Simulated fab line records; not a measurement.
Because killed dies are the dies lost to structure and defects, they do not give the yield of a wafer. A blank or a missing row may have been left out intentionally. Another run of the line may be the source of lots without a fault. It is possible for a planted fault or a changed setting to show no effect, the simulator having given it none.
Comparing a struck lot with a sound one    flow gf180mcu    16 out of 602 route steps
Sound: these wafers, L254.1, L254.3, L254.5. Wafers struck: L240.1, L240.2, L240.6. The cause comes at the end.
Order at every step that has rows: each side's tool, ch and its chambers, its first start. Under that, the readings that differ: sound wafers    struck wafers    difference of the means    sigmas: that difference in standard deviations of wafers without a fault.
alike: a reading whose means differ by less than 2 such deviations, as well as words and numbers matching on both sides. not compared: withheld readings; readings where some wafer has no value; bounds like >300 that might hide an equal value; numbers whose values overlap and for which the record gives no deviation.
Wherever a step has rows on one side only, a row that says differs or no value, or a row with sigmas, the two part there. Non-overlapping numbers with no deviation appear without sigmas and do not part them. Lack of a reading on every wafer of one side parts them only where that side has two or more wafers.

GF_POLY_GATE_ETCH_13: etches poly-Si in HBr/Cl2, stops on SiO2, target depth 198.5 nm, time 69.6 s.
  sound on rie_si-02 ch 0,1,3, day 14 16:47; struck on rie_si-02 ch 1,3, day 10 16:38
  alike: chamber_pressure_mTorr, drypump_motor_current_A, oes_product_au, throttle_valve_pct
  not compared: rf_hours_counter_h
GF_POLY_GATE_STRIP_14: strips in O2/N2.
  sound on plasma_asher-04 ch 0, day 14 16:50; struck on plasma_asher-01 ch 0,1, day 10 16:41
  alike: chamber_pressure_mTorr, drypump_motor_current_A, heater_power_w, oes_product_au
  not compared: rf_hours_counter_h
then, 2 steps without rows for these wafers: GF_POLY_GATE_CLEAN_15 (cleans in SC1/SC2, time 150 s); GF_POLY_GATE_OXIDATION_16 (stabilise 600 s, purge 300 s, target thk 4 nm).
GF_POLY_GATE_THK_MEAS_17:
  sound: film_metro-02 at day 14 18:14; struck: film_metro-02 at day 10 19:46
reading                       sound           struck          difference  sigmas
POLY_GATE_OXIDATION_THK (nm)  3.91 3.85 3.86  4.07 4.07 4.06  +0.19       +3
GF_POLY_GATE_CD_MEAS_18:
  sound: cd_sem-02 at day 14 18:18; struck: cd_sem-01 at day 10 19:50
  alike: cd_nm
then, 6 steps without rows for these wafers: GF_HV_LDD_DEHYDRATE_00 (time 60 s); GF_HV_LDD_HMDS_01 (prime time 60 s); GF_HV_LDD_COAT_02 (resist thk 1000 nm); GF_HV_LDD_SOFTBAKE_03 (time 60 s); GF_HV_LDD_EXPOSE_04 (exposes mask Nplus LV AREA, target cd 400 nm); GF_HV_LDD_PEB_05.
GF_HV_LDD_DEVELOP_06: develop time 60 s.
  sound on litho_track-04 ch 0, day 15 16:22; struck on litho_track-03 ch 0, day 11 14:37
GF_HV_LDD_CD_MEAS_07 targets a cd of 400 nm.
  sound: cd_sem-02 at day 15 16:31; struck: cd_sem-01 at day 11 14:46
reading     sound              struck             difference  sigmas
cd_nm (nm)  401.3 400.2 397.3  419.3 421.0 421.1  +20.9       +9
GF_HV_LDD_OVL_MEAS_08:
  sound: overlay-02 at day 15 16:38; struck: overlay-01 at day 11 14:53
  alike: HV_LDD_OVL
then, 1 step without rows for these wafers: GF_PASSIVATION_PROBE_99.

== WHERE THEY PART ==
At GF_POLY_GATE_THK_MEAS_17 first; at GF_HV_LDD_CD_MEAS_07 last (within this record only). Later steps at which nothing parts them and some readings are alike: GF_HV_LDD_OVL_MEAS_08.

WHY: what had been put in by the simulator
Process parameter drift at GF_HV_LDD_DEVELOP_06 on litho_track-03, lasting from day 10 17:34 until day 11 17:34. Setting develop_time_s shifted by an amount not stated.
